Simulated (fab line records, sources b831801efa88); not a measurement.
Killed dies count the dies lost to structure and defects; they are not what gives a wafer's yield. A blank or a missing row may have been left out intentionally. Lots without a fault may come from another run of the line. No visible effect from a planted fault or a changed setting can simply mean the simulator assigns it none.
One fault through the eyes of 2 desks || flow sky130 || numbers are kept per desk, each desk with only its own; the story behind them comes last

== DESK OF THE TOOL OWNER: rieDiel-03 ==
The tool's own readings at SKY_METAL3_ETCH_17 (etches SiO2 in C4F8/O2/Ar, stops on TiN, time 3.9 s, target depth 15 nm): means of the sampled wafers that have a number, for each lot that ran on this tool. If a lot's mean is further than 4 standard deviations from the usual mean, the lot is out of limits and carries the mark OUT (the distance appears in the brackets).
Columns: A = biasW at SKY_METAL3_ETCH_17, usual 1200 W; B = oesProductAu at SKY_METAL3_ETCH_17, usual 0.754 a.u.; C = rfFwdPowerW at SKY_METAL3_ETCH_17, usual 1472 W
{"lot": "L448", "first seen here": "day 40 19:32", "A": 1201, "B": 0.752, "C": 1467}
{"lot": "L451", "first seen here": "day 41 15:31", "A": 1203, "B": 0.757, "C": 1465}
{"lot": "L454", "first seen here": "day 42 12:10", "A": 1200, "B": 0.756, "C": 1467}
{"lot": "L457", "first seen here": "day 43 14:40", "A": "1031 (-47) OUT", "B": 0.750, "C": 1469}
{"lot": "L458", "first seen here": "day 43 19:04", "A": "1030 (-47) OUT", "B": 0.754, "C": 1466}
{"lot": "L460", "first seen here": "day 43 23:43", "A": "1036 (-46) OUT", "B": 0.759, "C": 1461}
This desk's verdict: out of limits on L457, L458, L460, starting with L457 at day 43 14:40 (biasW at SKY_METAL3_ETCH_17). L448, L451, L454: within limits.

== FROM THE METROLOGY DESK ==
What the gauges read for every lot (on any tool): the sampled wafers with a number, averaged. If a lot's mean is further than 4 standard deviations from the usual mean, the lot is out of limits and carries the mark OUT (the distance appears in the brackets).
Columns: A = VIA2_W_THK at SKY_VIA2_THK_MEAS_23, usual 414 nm; B = CAPM_TIN_RS at SKY_CAPM_RS_MEAS_03, usual 6.89 ohm/sq
{"lot": "L443", "first seen here": "day 37 12:53", "A": 421, "B": 6.86}
{"lot": "L447", "first seen here": "day 38 14:44", "A": 406, "B": 6.88}
{"lot": "L448", "first seen here": "day 38 16:55", "A": 422, "B": 6.82}
{"lot": "L450", "first seen here": "day 39 06:21", "A": 411, "B": 6.94}
{"lot": "L451", "first seen here": "day 39 12:47", "A": 417, "B": 6.95}
{"lot": "L453", "first seen here": "day 40 04:18", "A": 414, "B": 6.91}
{"lot": "L454", "first seen here": "day 40 10:57", "A": 412, "B": 6.89}
{"lot": "L457", "first seen here": "day 41 14:51", "A": 418, "B": 6.95}
{"lot": "L458", "first seen here": "day 41 18:58", "A": 421, "B": 6.88}
{"lot": "L460", "first seen here": "day 41 23:10", "A": 419, "B": 6.93}
{"lot": "L459", "first seen here": "day 42 01:26", "A": 415, "B": 6.86}
{"lot": "L464", "first seen here": "day 43 14:40", "A": 410, "B": 6.94}
Finding of this desk: none of the 12 lots has anything out of limits.

== PUT TOGETHER ==
An alarm could have come from the tool owner's desk at day 43 14:40, on L457, L458, L460.
The metrology desk saw nothing out of limits.
The metrology desk has L457, L458, L460 on record, within its limits.
All the named lots went through SKY_METAL3_ETCH_17 on rieDiel-03.

== WHAT WAS PUT IN BY THE SIMULATOR ==
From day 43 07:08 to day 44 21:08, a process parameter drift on rieDiel-03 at SKY_METAL3_ETCH_17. From 1200, the setting biasW moved by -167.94. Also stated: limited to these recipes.
Shown lots that were struck: L457, L458, L460.
Delay in hours, fault start to first out-of-limits reading, by desk: the tool owner's desk at 8.
